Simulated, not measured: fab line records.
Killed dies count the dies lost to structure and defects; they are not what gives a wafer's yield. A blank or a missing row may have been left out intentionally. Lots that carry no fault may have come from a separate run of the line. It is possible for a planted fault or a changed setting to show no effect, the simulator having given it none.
The same fault as seen by 2 desks | flow sfqLine | numbers are kept per desk, each desk with only its own; the story behind them comes last

TOOL OWNER'S DESK, pecvd-02
The tool's own readings at SFQ_TRILAYER_A5B_DEP_PECVD_129 (deposits SiO2 from SiH4/N2O, time 133.33 s, target thk 600 nm): means of the sampled wafers that have a number, for each lot that ran on this tool. If a lot's mean is further than 4 standard deviations from the usual mean, the lot is out of limits and carries the mark OUT (the distance appears in the brackets).
Columns: A = heaterPowerW at SFQ_TRILAYER_A5B_DEP_PECVD_129, usual 81 W; B = showerheadVppV at SFQ_TRILAYER_A5B_DEP_PECVD_129, usual 841 V; C = throttleValvePct at SFQ_TRILAYER_A5B_DEP_PECVD_129, usual 24.5 %
lot  | first seen here | A  | B   | C
L706 | day 45 12:56    | 76 | 852 | 23.6
L708 | day 45 15:31    | 77 | 843 | 23.7
L710 | day 45 17:52    | 74 | 852 | 23.8
L711 | day 47 13:37    | 79 | 859 | 23.9
L712 | day 48 09:59    | 79 | 842 | 24.1
L714 | day 48 23:13    | 72 | 880 | 24.2
L715 | day 60 05:46    | 79 | 855 | 24.8
L718 | day 60 09:22    | 77 | 879 | 24.8
L721 | day 60 12:59    | 78 | 865 | 24.6
L724 | day 60 22:58    | 74 | 868 | 24.6
Result from this desk: across the 10 lots, nothing is out of limits.

AT THE METROLOGY DESK
What the gauges read, lot by lot, whatever tool the lot ran on: means of the sampled wafers that have a number. If a lot's mean is further than 4 standard deviations from the usual mean, the lot is out of limits and carries the mark OUT (the distance appears in the brackets).
Columns: A = JJ_NB_RS at SFQ_JJ_RS_MEAS_929, usual 1.046 ohm/sq
lot  | first seen here | A
L706 | day 38 19:10    | 1.047
L707 | day 39 06:43    | 1.043
L708 | day 39 16:46    | 1.052
L709 | day 39 21:32    | 1.041
L710 | day 39 23:53    | 1.042
L711 | day 44 17:04    | 1.053
L712 | day 46 12:23    | 1.048
L714 | day 48 05:06    | 1.055
L715 | day 54 13:41    | 1.048
L716 | day 54 14:52    | 1.029
L717 | day 54 16:04    | 1.042
L718 | day 54 17:19    | 1.046
L721 | day 54 22:04    | 1.053
L724 | day 55 04:12    | 1.044
L725 | day 55 06:55    | 1.042
Result from this desk: across the 15 lots, nothing is out of limits.

TAKEN TOGETHER
The tool owner's desk saw nothing out of limits.
At the metrology desk, nothing out of limits was observed.

WHAT THE SIMULATOR HAD INSERTED
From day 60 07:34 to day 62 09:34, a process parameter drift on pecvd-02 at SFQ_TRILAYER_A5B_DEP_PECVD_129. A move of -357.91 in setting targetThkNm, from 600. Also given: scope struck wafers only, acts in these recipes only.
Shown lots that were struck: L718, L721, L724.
